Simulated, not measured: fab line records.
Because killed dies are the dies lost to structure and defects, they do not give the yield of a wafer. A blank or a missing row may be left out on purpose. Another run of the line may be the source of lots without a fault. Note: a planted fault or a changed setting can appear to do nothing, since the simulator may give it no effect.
Which of the tools did it? / flow sky130 / Sampling: 6 lots, 18 wafers, 2 of 708 route steps

WHAT EACH GAUGE READ, for each wafer
SKY_VIA4_RS_MEAS_19: a four-point-probe measurement.
lot=L295; measured=day 42 21:18; on=film metro-03; VIA4_W_RS (ohm/sq)=0.220 0.224 0.218
lot=L297; measured=day 43 16:07; on=film metro-03; VIA4_W_RS (ohm/sq)=0.220 0.225 0.227
lot=L303; measured=day 45 17:55; on=film metro-03; VIA4_W_RS (ohm/sq)=0.220 0.227 0.228
lot=L307; measured=day 46 06:06; on=film metro-03; VIA4_W_RS (ohm/sq)=0.228 0.219 0.217
lot=L312; measured=day 47 06:09; on=film metro-01; VIA4_W_RS (ohm/sq)=0.219 0.221 0.221
lot=L315; measured=day 48 00:31; on=film metro-01; VIA4_W_RS (ohm/sq)=0.219 0.219 0.230

TOOL THAT RAN EACH LOT (tool first, then ch and the chambers of the sampled wafers, then the start)
lot=L295; SKY_VIA2_CVD_21=cvd w-01 ch 0,1, day 36 09:42
lot=L297; SKY_VIA2_CVD_21=cvd w-01 ch 0,1, day 37 06:14
lot=L303; SKY_VIA2_CVD_21=cvd w-02 ch 0,1, day 39 15:33
lot=L307; SKY_VIA2_CVD_21=cvd w-02 ch 0,1, day 40 06:03
lot=L312; SKY_VIA2_CVD_21=cvd w-01 ch 0,1, day 41 12:20
lot=L315; SKY_VIA2_CVD_21=cvd w-01 ch 0, day 42 08:32
- SKY_VIA2_CVD_21: deposits W, target thk 420 nm, time 126.4 s.

THE ANSWER, worked out from the rows above alone
Rule: the lots themselves supply what counts as usual. Put in order of their means at a reading, lots are off if they are a third of the lots or fewer, leave a main group of 4 or more, and stand apart from it by a gap of 3 or more times the standard deviation of the main group's means; of several such gaps the widest counts. The tables above print the reading to a certain number of digits; a main group whose means all agree to those digits is not used. Also off: a lot with no number at a reading for which 4 or more lots have one. All remaining lots with rows at the step are treated as sound.
No lot is off on any of the readings shown, so nothing can be concluded from this.

WHAT WAS PUT IN BY THE SIMULATOR
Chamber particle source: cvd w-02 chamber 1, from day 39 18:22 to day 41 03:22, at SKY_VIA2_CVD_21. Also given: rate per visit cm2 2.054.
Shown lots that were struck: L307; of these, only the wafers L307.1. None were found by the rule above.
